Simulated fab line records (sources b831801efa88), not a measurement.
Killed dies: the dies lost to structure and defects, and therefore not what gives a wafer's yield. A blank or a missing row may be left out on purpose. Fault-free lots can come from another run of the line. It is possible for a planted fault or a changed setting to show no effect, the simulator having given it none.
A struck lot beside a sound one	flow gf180mcu	43 out of 602 route steps
Sound: the wafers L445.4, L445.5, L445.6. Wafers L457.2, L457.3, L457.5 were the ones struck. The cause comes at the end.
At each step with rows: each side's tool, then ch and its chambers, then its first start. Under that, the readings that differ: sound wafers	struck wafers	difference of the means	sigmas: that difference in standard deviations of wafers without a fault.
alike: same words and numbers on both sides, and readings whose means sit less than 2 such deviations apart. not compared: any withheld reading, any reading some wafer has no value for, any bound like >300 that may hide the same value, and any number with overlapping values for which the record gives no deviation.
The two part at a step that has a row with sigmas, a row that says differs or no value, or rows on one side only. Numbers that don't overlap but have no deviation are shown without sigmas and don't part them. A reading missing from all wafers of one side parts the sides only when that side holds two or more wafers.

GF_SAB_CD_MEAS_09: target cd 420 nm.
  sound: cd sem-02 at day 15 15:59; struck: cd sem-01 at day 20 02:14
  alike: cd nm
GF_SAB_OVL_MEAS_10:
  sound: overlay-01 at day 15 16:04; struck: overlay-01 at day 20 02:20
  alike: SAB_OVL
then, 2 steps without rows for these wafers: GF_SAB_ETCH_11 (etches SiO2 in C4F8/O2/Ar, target depth 55 nm, time 8.5 s); GF_SAB_WET_ETCH_12 (etches SiO2 in dHF, target depth 22 nm, time 440 s).
GF_SAB_STRIP_13: strips in O2/N2.
  sound on plasma asher-01 ch 0,1, day 15 16:17; struck on plasma asher-01 ch 1, day 20 02:32
  alike: drypump motor current A, heater power w, oes product au, strip time to endpoint s
  not compared: rf hours counter h
then, 4 steps without rows for these wafers: GF_SALICIDE_CLEAN_00 (cleans in SC1/SC2, time 150 s); GF_SALICIDE_WET_ETCH_01 (etches SiO2 in dHF, target depth 5 nm, time 100 s); GF_SALICIDE_SPUTTER_02 (material Co, target thk 10 nm, time 20 s); GF_SALICIDE_SPUTTER_03 (material TiN, target thk 20 nm, time 16.7 s).
GF_SALICIDE_RS_MEAS_04: measures by four-point-probe.
  sound: film metro-01 at day 15 16:33; struck: film metro-01 at day 20 02:48
  alike: SALICIDE_TIN_RS
GF_SALICIDE_THK_MEAS_05: measures by xrf.
  sound: film metro-01 at day 15 16:38; struck: film metro-01 at day 20 02:55
  alike: SALICIDE_TIN_THK
GF_SALICIDE_RTA_06: time 30 s.
  sound on rtp anneal-02 ch 0, day 15 16:43; struck on rtp anneal-02 ch 0, day 20 02:58
reading	sound	struck	difference	sigmas
wafer_temp_C_max	532.9 533.1 532.6	531.6 532.2 531.8	-1.0	-2
  alike: lamp power pct
GF_SALICIDE_WET_ETCH_07: etches the open film in SPM, target depth 120 nm.
  sound on wet bench-04 ch 1, day 15 16:46; struck on wet bench-01 ch 1, day 20 03:04
GF_SALICIDE_RTA_08: time 30 s.
  sound on rtp anneal-01 ch 0, day 15 16:55; struck on rtp anneal-01 ch 0, day 20 03:11
  alike: lamp power pct, wafer_temp_C_max
then, 1 step without rows for these wafers: GF_CONTACT_CVD_00 (deposits SiO2, target thk 300 nm, time 50 s).
GF_CONTACT_THK_MEAS_01:
  sound: film metro-04 at day 15 17:02; struck: film metro-02 at day 20 03:37
reading	sound	struck	difference	sigmas
CONTACT_CVD_00_THK (nm)	296.7 302.2 298.8	306.6 307.4 304.2	+6.8	+2
then, 1 step without rows for these wafers: GF_CONTACT_CVD_02 (deposits SiO2 from TEOS, target thk 860 nm, time 95.992 s).
GF_CONTACT_THK_MEAS_03:
  sound: film metro-02 at day 15 17:10; struck: film metro-04 at day 20 03:47
reading	sound	struck	difference	sigmas
CONTACT_CVD_02_THK (nm)	864 872 873	846 848 849	-22	-2
then, 1 step without rows for these wafers: GF_CONTACT_CMP_04 (polishes SiO2).
GF_CONTACT_BOW_MEAS_05:
  sound: film metro-04 at day 15 17:34; struck: film metro-02 at day 20 04:13
  alike: CONTACT_BOW
then, 8 steps without rows for these wafers: GF_CONTACT_DEHYDRATE_06 (time 60 s); GF_CONTACT_HMDS_07 (prime time 60 s); GF_CONTACT_COAT_08; GF_CONTACT_COAT_09 (resist thk 1000 nm); GF_CONTACT_SOFTBAKE_10 (time 60 s); GF_CONTACT_EXPOSE_11 (exposes mask Contact, target cd 220 nm); GF_CONTACT_PEB_12 (peb time 90 s); GF_CONTACT_DEVELOP_13 (develop time 60 s).
GF_CONTACT_CD_MEAS_14: target cd 220 nm.
  sound: cd sem-01 at day 16 14:34; struck: cd sem-02 at day 21 04:05
  alike: cd nm
GF_CONTACT_OVL_MEAS_15:
  sound: overlay-02 at day 16 14:38; struck: overlay-02 at day 21 04:11
  alike: CONTACT_OVL
GF_CONTACT_ETCH_16: etches BARC in N2/H2.
  sound on rie diel-03 ch 0,1,2, day 16 14:40; struck on rie diel-01 ch 0,1, day 21 04:13
  alike: drypump motor current A, oes product au, throttle valve pct
then, 7 steps without rows for these wafers: GF_CONTACT_ETCH_17 (etches SiO2 in C4F8/O2/Ar, stops on CoSi2, target depth 860 nm); GF_CONTACT_STRIP_18 (strips in O2/N2); GF_CONTACT_CLEAN_19 (cleans in SPM); GF_CONTACT_CLEAN_20 (cleans in DIW); GF_CONTACT_CLEAN_21 (cleans in dHF, time 20 s); GF_CONTACT_SPUTTER_22 (material Ti, target thk 15 nm, time 80.02 s); GF_CONTACT_SPUTTER_23 (material TiN, target thk 10 nm, time 40 s).
GF_CONTACT_CVD_24: deposits W, target thk 300 nm, time 90.339 s.
  sound on cvd w-01 ch 0,1, day 16 15:15; struck on cvd w-01 ch 0,1, day 21 04:47
  alike: heater power w
GF_CONTACT_RS_MEAS_25: measures by four-point-probe.
  sound: film metro-04 at day 16 15:23; struck: film metro-02 at day 21 04:55
  alike: CONTACT_W_RS
GF_CONTACT_THK_MEAS_26: measures by xrf.
  sound: film metro-04 at day 16 15:28; struck: film metro-02 at day 21 05:01
  alike: CONTACT_W_THK
then, 1 step without rows for these wafers: GF_CONTACT_CMP_27 (polishes, stops on SiO2, t overpolish 15.38 s, target thk 0 nm).
-- the record jumps here: 12 days lie between the struck wafers' starts before and after (it left off in module CONTACT and takes up again in module PASSIVATION, whose first step shown is number 602 of the route) --
GF_PASSIVATION_PROBE_99:
  record: rows for the struck wafers here (prober-01, day 32 22:16), none for the sound ones

== WHERE THEY PART ==
Earliest at GF_SALICIDE_RTA_06; latest, in this record, at GF_PASSIVATION_PROBE_99.

WHY: whatever the simulator had introduced
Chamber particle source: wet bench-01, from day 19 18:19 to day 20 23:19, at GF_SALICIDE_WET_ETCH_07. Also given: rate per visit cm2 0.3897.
